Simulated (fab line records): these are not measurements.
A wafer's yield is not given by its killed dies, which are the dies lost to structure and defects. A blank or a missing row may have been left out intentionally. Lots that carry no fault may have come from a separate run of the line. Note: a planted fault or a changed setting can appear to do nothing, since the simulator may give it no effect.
Matching of chambers    flow sfq line    cmp-01 running SFQ_TRILAYER_I2_CMP_CMP_064: 4 sister chambers
The step polishes SiO2. 4 wafers are shown with their chamber, then 8 later ones without.

== WAFERS, EACH WITH ITS CHAMBER ==
wafer   chamber  motor current A (A)
L194.1  1        11.5
L201.1  0        10.1
L201.3  3        10.4
L202.1  2        9.6

== WAFERS WITH NO CHAMBER GIVEN ==
wafer   motor current A (A)
L202.5  11.2
L202.6  9.5
L206.1  9.3
L206.4  11.7
L206.6  9.1
L208.4  10.3
L208.3  9.2
L208.6  10.0

== EACH ONE'S CHAMBER ==
wafer   from the rows above           in truth
L202.5  can't be placed: 1 or 3       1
L202.6  can't be placed: 2 or 0       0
L206.1  can't be placed: 2 or 0       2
L206.4  1                             1
L206.6  can't be placed: 2 or 0       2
L208.4  can't be placed: 3 or 0       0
L208.3  can't be placed: 2 or 0       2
L208.6  can't be placed: 0 or 2 or 3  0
Placed correctly: 1 of 8. From these rows, 7 cannot be placed; in 7 the true chamber is one of the candidates. Placed wrongly: 0.
How it was worked out, from the rows above alone: a wafer's distance from a chamber is the root of the sum, over the readings, of the square of ((its reading less the chamber's mean) divided by the reading's scatter). The wafer belongs to the nearest chamber; if the next one is less than 2 further off, it can't be placed. For every chamber, the mean is computed from those of its wafers that are shown. The scatter (one wafer shown for each chamber): square how far every hidden wafer sits from the nearest shown wafer, average those squares and take the square root.
